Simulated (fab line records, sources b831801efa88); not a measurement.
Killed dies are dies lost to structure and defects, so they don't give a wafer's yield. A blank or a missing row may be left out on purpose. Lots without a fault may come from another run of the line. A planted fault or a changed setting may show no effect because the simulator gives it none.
fab line records | flow sky130
record lots=13 wafers=39 last_day=50
route steps=708 shown DNWELL@43 NWELL@65 VT_ADJUST_LVTN@104 PAD_OPEN@708
lots that met no fault: from a run of the same line without faults
start_h: hours from the record's first day to the start of the lot's first wafer shown | wait_h: hours since the lot's step before | " the same as in the row above | L1.1+2: a row that stands for several wafers | - no value, or no start given | * or withheld: withheld | < > ~ a bound
route shown NAME@n: a module of which the file shows steps, and the number in the route of the first | usual: mean/standard deviation of fault-free wafers | same: alike in all rows | chamber/n: place in a boat | sites: the reading at each site | _std_site: their standard deviation | _edge_site: outer sites' mean less inner sites' | radius_mm: how far each site lies from the wafer's centre | mask NAME#n: copy n | behind: the tool/chamber that last shaped the wafer | hold: why the lot was held/for how many hours/how that ended | device: the transistor (n, p or np) that didn't switch | end of line: the same wafers' tests at the end of the route | a step without rows: its recipe alone | killed: dies lost to structure and defects at the first sort, not the wafer's yield | map: a wafer's dies, x killed, . not, _ none there
set.NAME: the setting as run; set.NAME@STEP: as run at that earlier step | model.NAME: the simulator's own value behind a step, which no gauge read
steps of the route over a sample of lots; a table a step, a row a wafer
services: from which hour (start_h, from the record's first day; less than 0 if before it) a tool's chamber was out of use, for how many hours, and why
## steps
# step SKY_DNWELL_STRIP_08
# recipe chemistry=O2/N2 power_w=1400 pressure_mtorr=1500 platen_temp_c=withheld o2_flow_sccm=3000 n2_flow_sccm=300 overash_fraction=0.5
# usual drypump_motor_current_A=5.7/0.32 oes_product_au=0.722/0.0048 strip_time_to_endpoint_s=36.89/0.11
# columns lot.wafer tool chamber start_h wait_h drypump_motor_current_A oes_product_au rf_hours_counter_h strip_time_to_endpoint_s
L339.1 plasma_asher-01 1 53.46 0.1 5.3 0.723 36 37.08
L339.3 " 1 " " 5.3 0.720 - 36.98
L339.6 " 0 " " 5.4 0.722 - 37.14
L340.1 plasma_asher-01 1 58.91 0.1 5.3 0.719 37 36.74
L340.3 " 1 " " 5.3 0.727 - 36.68
L340.5 " 1 " " 5.3 0.723 - 36.78
L341.2 plasma_asher-04 0 62.91 0.1 5.9 0.727 39 36.80
L341.4 " 0 " " 5.9 0.722 - 36.77
L341.5 " 1 " " 5.8 0.726 - 36.71
L342.1 plasma_asher-03 1 70.26 0.1 5.9 0.712 25 36.80
L342.4 " 1 " " 5.9 0.725 - 36.72
L342.5 " 1 " " 5.9 0.721 - 36.77
L343.1 plasma_asher-04 1 74.61 0.1 5.8 0.723 40 36.93
L343.2 " 0 " " 5.9 0.715 40 36.89
L343.5 " 1 " " 5.7 0.722 - 36.88
L344.1 plasma_asher-03 0 79.12 0.1 6.2 0.718 26 36.88
L344.3 " 0 " " 6.2 0.714 - 36.72
L344.6 " 0 " " 6.2 0.719 - 36.69
L345.2 plasma_asher-01 1 86.72 0.1 5.3 0.729 39 37.02
L345.3 " 1 " " 5.3 0.723 - 36.85
L345.4 " 0 " " 5.4 0.725 - 36.95
L348.4 plasma_asher-04 0 118.31 0.1 5.9 0.721 - 37.02
L348.5 " 0 " " 5.8 0.732 - 37.10
L348.6 " 1 " " 5.8 0.729 - 37.05
L351.3 plasma_asher-03 0 131.14 0.1 6.2 0.720 - 36.84
L351.4 " 1 " " 5.9 0.714 - 36.97
L351.5 " 1 " " 5.9 0.716 - 36.93
L357.3 plasma_asher-01 1 148.54 0.1 5.3 0.716 - 36.86
L357.5 " 0 " " 5.4 0.720 - 36.94
L357.6 " 1 " " 5.3 0.714 - 36.93
L356.1 plasma_asher-01 1 149.21 0.1 5.3 0.717 3 36.81
L356.3 " 0 " " 5.4 0.724 - 36.78
L356.5 " 1 " " 5.3 0.728 - 36.93
L358.1 plasma_asher-01 0 159.17 0.1 5.4 0.718 4 37.07
L358.3 " 1 " " 5.3 0.725 - 37.11
L358.6 " 0 " " 5.4 0.718 - 37.06
L360.1 plasma_asher-01 1 167.81 0.1 5.3 0.722 5 36.87
L360.3 " 1 " " 5.3 0.722 - 36.68
L360.6 " 1 " " 5.3 0.716 - 36.70
# step SKY_NWELL_IMPLANT_12
# recipe species=P energy_kev=120 dose_cm2=1.3e+12 tilt_deg=withheld
# same implant_ion_amu=31
# columns lot.wafer tool chamber start_h wait_h
L339.1+3+6 implanter-03 0 86.29 0.1
L340.1+3+5 implanter-03 0 91.91 0.1
L341.2+4+5 implanter-03 0 96.03 0.1
L342.1+4+5 implanter-04 0 103.49 0.1
L343.1+2+5 implanter-04 0 106.21 0.1
L344.1+3+6 implanter-01 0 112.09 0.1
L345.2+3+4 implanter-04 0 121.31 0.1
L345.2+3+4 implanter-04 0 121.63 0.3
L348.4+5+6 implanter-03 0 156.21 0.1
L351.3+4+5 implanter-01 0 171.44 0.1
L351.3+4+5 implanter-01 0 171.89 0.4
L357.3+5+6 implanter-03 0 189.04 0.1
L356.1+3+5 implanter-03 0 190.51 0.1
L358.1+3+6 implanter-01 0 198.34 0.1
L360.1+3+6 implanter-03 0 212.69 0.1
# step SKY_NWELL_TW_MEAS_15
# usual NWELL_TW=1833/14
# columns lot.wafer tool chamber start_h wait_h NWELL_TW
L339.1 film_metro-01 - 86.69 0.1 1830
L339.3 " - " " 1834
L339.6 " - " " 1838
L340.1 film_metro-01 - 92.31 0.1 1823
L340.3 " - " " 1833
L340.5 " - " " 1832
L341.2 film_metro-03 - 96.42 0.1 1856
L341.4 " - " " 1852
L341.5 " - " " 1848
L342.1 film_metro-02 - 103.89 0.1 1835
L342.4 " - " " 1839
L342.5 " - " " 1838
L343.1 film_metro-02 - 106.61 0.1 1831
L343.2 " - " " 1833
L343.5 " - " " 1831
L344.1 film_metro-03 - 112.49 0.1 1861
L344.3 " - " " 1869
L344.6 " - " " 1874
L345.2 film_metro-01 - 122.11 0.2 1838
L345.3 " - " " 1837
L345.4 " - " " 1840
L348.4 film_metro-01 - 156.57 0.1 1826
L348.5 " - " " 1826
L348.6 " - " " 1830
L351.3 film_metro-02 - 172.33 0.1 1851
L351.4 " - " " 1844
L351.5 " - " " 1834
L357.3 film_metro-02 - 189.41 0.1 1828
L357.5 " - " " 1824
L357.6 " - " " 1833
L356.1 film_metro-03 - 190.91 0.1 1852
L356.3 " - " " 1848
L356.5 " - " " 1844
L358.1 film_metro-01 - 198.74 0.1 1839
L358.3 " - " " 1822
L358.6 " - " " 1833
L360.1 film_metro-02 - 213.09 0.1 1815
L360.3 " - " " 1820
L360.6 " - " " 1831
# step SKY_NWELL_RS_MEAS_29
# recipe thk_meas_gauge=four-point-probe
# usual NWELL_RS=625.5/1.7
# columns lot.wafer tool chamber start_h wait_h NWELL_RS[ohm/sq]
L339.1 film_metro-03 - 103.10 0.1 625.4
L339.3 " - " " 624.3
L339.6 " - " " 623.8
L340.1 film_metro-01 - 109.00 0.1 627.0
L340.3 " - " " 626.6
L340.5 " - " " 627.6
L341.2 film_metro-01 - 113.87 0.1 624.0
L341.4 " - " " 624.8
L341.5 " - " " 624.2
L342.1 film_metro-02 - 121.95 0.1 624.7
L342.4 " - " " 624.8
L342.5 " - " " 624.9
L343.1 film_metro-03 - 123.67 0.1 623.7
L343.2 " - " " 625.6
L343.5 " - " " 624.1
L344.1 film_metro-03 - 131.57 0.1 624.8
L344.3 " - " " 623.5
L344.6 " - " " 623.7
L345.2 film_metro-01 - 142.04 0.1 593.0
L345.3 " - " " 595.3
L345.4 " - " " 595.3
L348.4 film_metro-03 - 177.71 0.1 627.7
L348.5 " - " " 627.9
L348.6 " - " " 627.1
L351.3 film_metro-03 - 191.54 0.1 594.8
L351.4 " - " " 594.3
L351.5 " - " " 594.9
L357.3 film_metro-02 - 210.39 0.1 623.5
L357.5 " - " " 623.1
L357.6 " - " " 623.6
L356.1 film_metro-02 - 212.65 0.1 623.3
L356.3 " - " " 626.5
L356.5 " - " " 626.5
L358.1 film_metro-01 - 220.99 0.1 624.3
L358.3 " - " " 626.9
L358.6 " - " " 627.4
L360.1 film_metro-01 - 235.39 0.1 626.3
L360.3 " - " " 626.3
L360.6 " - " " 625.5
# step SKY_VT_ADJUST_LVTN_OVL_MEAS_07
# usual VT_ADJUST_LVTN_OVL=-0.2/1.5
# columns lot.wafer tool chamber start_h wait_h VT_ADJUST_LVTN_OVL[nm]
L339.1 overlay-02 - 140.02 - 0.9
L339.3 " - " " 1.0
L339.6 " - " " 1.5
L340.1 overlay-01 - 145.71 - -1.1
L340.3 " - " " -1.7
L340.5 " - " " -1.3
L341.2 overlay-01 - 153.31 - -0.9
L341.4 " - " " 0.0
L341.5 " - " " -0.1
L342.1 overlay-01 - 161.21 - -2.1
L342.4 " - " " -0.1
L342.5 " - " " -0.6
L343.1 overlay-01 - 163.81 - -1.7
L343.2 " - " " 0.5
L343.5 " - " " -0.2
L344.1 overlay-01 - 171.46 - -2.4
L344.3 " - " " -3.2
L344.6 " - " " -2.2
L345.2 overlay-02 - 182.33 - -0.3
L345.3 " - " " 1.8
L345.4 " - " " 3.4
L348.4 overlay-01 - 219.13 - -1.1
L348.5 " - " " -0.9
L348.6 " - " " -0.3
L351.3 overlay-01 - 234.67 - -2.9
L351.4 " - " " -2.4
L351.5 " - " " -2.1
L357.3 overlay-02 - 254.63 - 3.0
L357.5 " - " " 1.8
L357.6 " - " " -1.3
L356.1 overlay-01 - 258.41 - 0.9
L356.3 " - " " 0.1
L356.5 " - " " -0.7
L358.1 overlay-02 - 266.91 - -3.9
L358.3 " - " " -0.9
L358.6 " - " " -1.2
L360.1 overlay-02 - 281.86 - 0.0
L360.3 " - " " -0.1
L360.6 " - " " -0.6
# step SKY_PAD_OPEN_PROBE_99
# usual killed_at_M0_to_M3=43/7.8 killed_at_M4_up=3.2/1.7 killed_at_contacts=24/5.2 killed_at_front_end=15/4.5 killed_at_other=0.4/0.65 killed_dies=87/9.1 killed_on_rim=17/3.5 killed_open=47/7.3 killed_short=40/6.5
# same gross_dies=492 killed_at_back_side=0
# columns lot.wafer tool chamber start_h wait_h killed_at_M0_to_M3 killed_at_M4_up killed_at_contacts killed_at_front_end killed_at_other killed_dies killed_on_rim killed_open killed_short
L339.1 prober-01 - 1068.47 0.1 49 5 21 9 0 84 15 48 35
L339.3 prober-01 - 1068.57 0.2 35 2 42 11 0 90 20 54 36
L339.6 prober-01 - 1068.72 0.2 33 4 22 16 1 76 12 43 33
L340.1 prober-02 - 1070.23 0.1 41 6 26 16 1 90 21 48 42
L340.3 prober-02 - 1070.33 0.2 45 4 22 24 0 95 21 56 39
L340.5 prober-02 - 1070.43 0.2 56 2 22 17 0 97 12 55 42
L341.2 prober-01 - 1082.43 0.1 50 3 32 14 0 99 22 57 42
L341.4 prober-01 - 1082.53 0.2 35 3 24 13 1 76 13 38 38
L341.5 prober-01 - 1082.58 0.2 32 5 23 17 0 77 17 37 40
L342.1 prober-02 - 1084.61 0.1 47 4 32 16 0 99 17 50 47
L342.4 prober-02 - 1084.76 0.2 36 2 27 11 1 77 16 43 33
L342.5 prober-02 - 1084.81 0.2 50 3 22 14 1 90 15 51 39
L344.1 prober-02 - 1098.12 0.1 40 4 25 15 0 84 23 46 38
L344.3 prober-02 - 1098.22 0.2 47 5 22 29 1 104 15 50 54
L344.6 prober-02 - 1098.37 0.2 49 3 24 15 0 91 17 41 50
L345.2 prober-01 - 1105.22 0.1 35 3 25 20 1 84 16 43 41
L345.3 prober-01 - 1105.27 0.2 41 2 35 16 2 96 18 43 53
L345.4 prober-01 - 1105.32 0.2 34 8 29 6 0 77 11 37 40
L351.3 prober-01 - 1156.77 0.2 34 3 23 12 0 72 13 38 34
L351.4 prober-01 - 1156.82 0.2 40 1 33 18 0 92 18 45 46
L351.5 prober-01 - 1156.87 0.2 35 3 21 14 0 73 17 41 32
# killed by level:class
L339.1 VIA1:geometric_particle:open=11 CONTACT:geometric_particle:open=9 VIA2:geometric_particle:open=8 LI_CONTACT:geometric_particle:open=6 VIA2:geometric_particle:short=5 METAL3:geometric_particle:short=5 LOCAL_INTERCONNECT:geometric_particle:short=4 METAL2:geometric_particle:short=4
L339.3 CONTACT:geometric_particle:open=16 LI_CONTACT:geometric_particle:open=13 VIA1:geometric_particle:short=7 CONTACT:geometric_particle:short=6 VIA1:geometric_particle:open=5 METAL2:geometric_particle:short=5 VIA2:geometric_particle:open=5 LOCAL_INTERCONNECT:geometric_particle:short=4
L339.6 VIA1:geometric_particle:open=9 CONTACT:geometric_particle:open=8 FIELD_ISO:geometric_particle:open=7 VIA3:geometric_particle:open=7 LOCAL_INTERCONNECT:geometric_particle:short=7 FIELD_ISO:geometric_particle:short=4 LI_CONTACT:geometric_particle:open=4 CONTACT:geometric_particle:short=3
L340.1 VIA3:geometric_particle:open=9 CONTACT:geometric_particle:open=8 POLY_GATE:geometric_particle:open=7 LI_CONTACT:geometric_particle:open=7 CONTACT:geometric_particle:short=6 VIA1:geometric_particle:open=6 VIA2:geometric_particle:open=6 METAL4:geometric_particle:short=6
L340.3 VIA1:geometric_particle:open=11 CONTACT:geometric_particle:open=10 FIELD_ISO:geometric_particle:open=8 VIA3:geometric_particle:open=8 VIA2:geometric_particle:open=7 FIELD_ISO:geometric_particle:short=6 LI_CONTACT:geometric_particle:open=5 VIA2:geometric_particle:short=5
L340.5 VIA3:geometric_particle:open=10 CONTACT:geometric_particle:open=10 VIA1:geometric_particle:open=10 METAL1:geometric_particle:short=8 METAL2:geometric_particle:short=7 VIA1:geometric_particle:short=6 FIELD_ISO:geometric_particle:short=5 VIA2:geometric_particle:open=5
L341.2 CONTACT:geometric_particle:open=16 METAL2:geometric_particle:short=12 VIA1:geometric_particle:open=10 VIA3:geometric_particle:open=10 FIELD_ISO:geometric_particle:open=6 LI_CONTACT:geometric_particle:open=5 VIA1:geometric_particle:short=4 LI_CONTACT:geometric_particle:short=4
L341.4 CONTACT:geometric_particle:open=9 VIA3:geometric_particle:open=7 METAL1:geometric_particle:short=6 LI_CONTACT:geometric_particle:open=6 CONTACT:geometric_particle:short=6 FIELD_ISO:geometric_particle:open=5 FIELD_ISO:geometric_particle:short=5 METAL2:geometric_particle:short=5
L341.5 CONTACT:geometric_particle:short=8 VIA2:geometric_particle:open=8 FIELD_ISO:geometric_particle:short=6 CONTACT:geometric_particle:open=6 VIA1:geometric_particle:open=6 FIELD_ISO:geometric_particle:open=5 METAL1:geometric_particle:short=5 VIA1:geometric_particle:short=5
L342.1 CONTACT:geometric_particle:open=10 VIA3:geometric_particle:open=10 LI_CONTACT:geometric_particle:open=9 VIA1:geometric_particle:short=7 VIA1:geometric_particle:open=6 METAL1:geometric_particle:short=6 VIA3:geometric_particle:short=6 POLY_GATE:geometric_particle:short=5
L342.4 LI_CONTACT:geometric_particle:open=8 VIA1:geometric_particle:open=8 VIA3:geometric_particle:open=8 LOCAL_INTERCONNECT:geometric_particle:short=6 CONTACT:geometric_particle:open=6 METAL1:geometric_particle:short=6 VIA2:geometric_particle:open=4 FIELD_ISO:geometric_particle:short=3
L342.5 VIA1:geometric_particle:open=10 CONTACT:geometric_particle:short=7 VIA3:geometric_particle:open=7 METAL1:geometric_particle:short=6 CONTACT:geometric_particle:open=6 VIA2:geometric_particle:open=6 FIELD_ISO:geometric_particle:open=5 POLY_GATE:geometric_particle:open=5
L344.1 CONTACT:geometric_particle:open=12 FIELD_ISO:geometric_particle:open=7 VIA1:geometric_particle:short=7 METAL2:geometric_particle:short=6 VIA3:geometric_particle:open=5 VIA2:geometric_particle:open=5 LI_CONTACT:geometric_particle:open=4 VIA1:geometric_particle:open=4
L344.3 FIELD_ISO:geometric_particle:short=11 VIA2:geometric_particle:open=11 VIA3:geometric_particle:open=7 POLY_GATE:geometric_particle:short=6 POLY_GATE:geometric_particle:open=6 CONTACT:geometric_particle:short=6 CONTACT:geometric_particle:open=6 VIA2:geometric_particle:short=6
L344.6 VIA1:geometric_particle:open=14 VIA1:geometric_particle:short=9 METAL2:geometric_particle:short=8 CONTACT:geometric_particle:short=8 FIELD_ISO:geometric_particle:short=6 VIA2:geometric_particle:open=6 POLY_GATE:geometric_particle:open=5 CONTACT:geometric_particle:open=5
L345.2 CONTACT:geometric_particle:open=9 LI_CONTACT:geometric_particle:open=7 VIA1:geometric_particle:open=6 FIELD_ISO:geometric_particle:short=5 VIA1:geometric_particle:short=5 VIA2:geometric_particle:short=5 SPACER:geometric_particle:short=4 CONTACT:geometric_particle:short=4
L345.3 CONTACT:geometric_particle:open=10 LOCAL_INTERCONNECT:geometric_particle:short=10 CONTACT:geometric_particle:short=6 LI_CONTACT:geometric_particle:open=6 VIA3:geometric_particle:open=6 POLY_GATE:geometric_particle:short=5 VIA1:geometric_particle:open=5 METAL2:geometric_particle:short=5
L345.4 CONTACT:geometric_particle:open=9 LOCAL_INTERCONNECT:geometric_particle:short=8 LI_CONTACT:geometric_particle:open=7 VIA3:geometric_particle:short=6 VIA1:geometric_particle:short=6 VIA1:geometric_particle:open=5 VIA3:geometric_particle:open=5 CONTACT:geometric_particle:short=4
L351.3 LI_CONTACT:geometric_particle:open=9 POLY_GATE:geometric_particle:open=6 VIA3:geometric_particle:open=6 VIA1:geometric_particle:open=6 LOCAL_INTERCONNECT:geometric_particle:short=5 CONTACT:geometric_particle:open=5 METAL1:geometric_particle:short=5 METAL2:geometric_particle:short=4
L351.4 CONTACT:geometric_particle:short=12 CONTACT:geometric_particle:open=9 VIA1:geometric_particle:open=9 POLY_GATE:geometric_particle:open=5 VIA1:geometric_particle:short=5 METAL2:geometric_particle:short=5 VIA3:geometric_particle:open=5 FIELD_ISO:geometric_particle:short=4
L351.5 CONTACT:geometric_particle:open=9 LI_CONTACT:geometric_particle:open=7 VIA1:geometric_particle:open=6 VIA3:geometric_particle:open=6 FIELD_ISO:geometric_particle:short=4 VIA2:geometric_particle:open=4 POLY_GATE:geometric_particle:open=3 CONTACT:geometric_particle:short=3
## services
# columns tool chamber start_h hours kind
implanter-04 - 37.35 8.1 pm
plasma_asher-01 - 80.62 2.5 repair
implanter-01 - 105.11 4.9 pm
plasma_asher-01 - 108.75 9.0 pm
plasma_asher-01 0 108.75 9.0 vent_cycle
plasma_asher-01 1 108.75 9.0 vent_cycle
plasma_asher-01 0 117.75 - clean
plasma_asher-01 1 117.75 - clean
implanter-03 - 126.87 1.7 repair
implanter-04 - 159.52 4.5 pm
implanter-03 - 171.25 0.7 repair
plasma_asher-04 - 174.69 1.4 repair
implanter-04 - 175.07 1.9 repair
plasma_asher-04 - 178.73 0.9 repair
implanter-04 - 178.76 1.9 repair
implanter-04 - 179.20 1.2 repair
plasma_asher-03 - 187.37 1.5 repair
implanter-01 - 192.82 4.2 repair
## key
first_sign step=SKY_NWELL_IMPLANT_12 reading=visit direction=added
effect step=SKY_NWELL_RS_MEAS_29 reading=NWELL_RS direction=down sigmas=18 usual=625.5 struck=594.6
met_at SKY_NWELL_IMPLANT_12
struck_lots L345,L351
tester_left_out L345,L351
not_acting_at SKY_DNWELL_STRIP_08,SKY_NWELL_TW_MEAS_15,SKY_VT_ADJUST_LVTN_OVL_MEAS_07
fault kind=repeated_step_whole tool=implanter-01,implanter-03,implanter-04 chamber=- onset_h=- steps=SKY_NWELL_IMPLANT_12 times=1 scope=struck_lots_only
# tester_left_out: of these lots the tester's yield and bins aren't shown, on N5 and GAA mostly nor the transistor test; their killed dies are dies lost to structure and defects alone, not to doping, threshold or leakage, so they don't give the yield
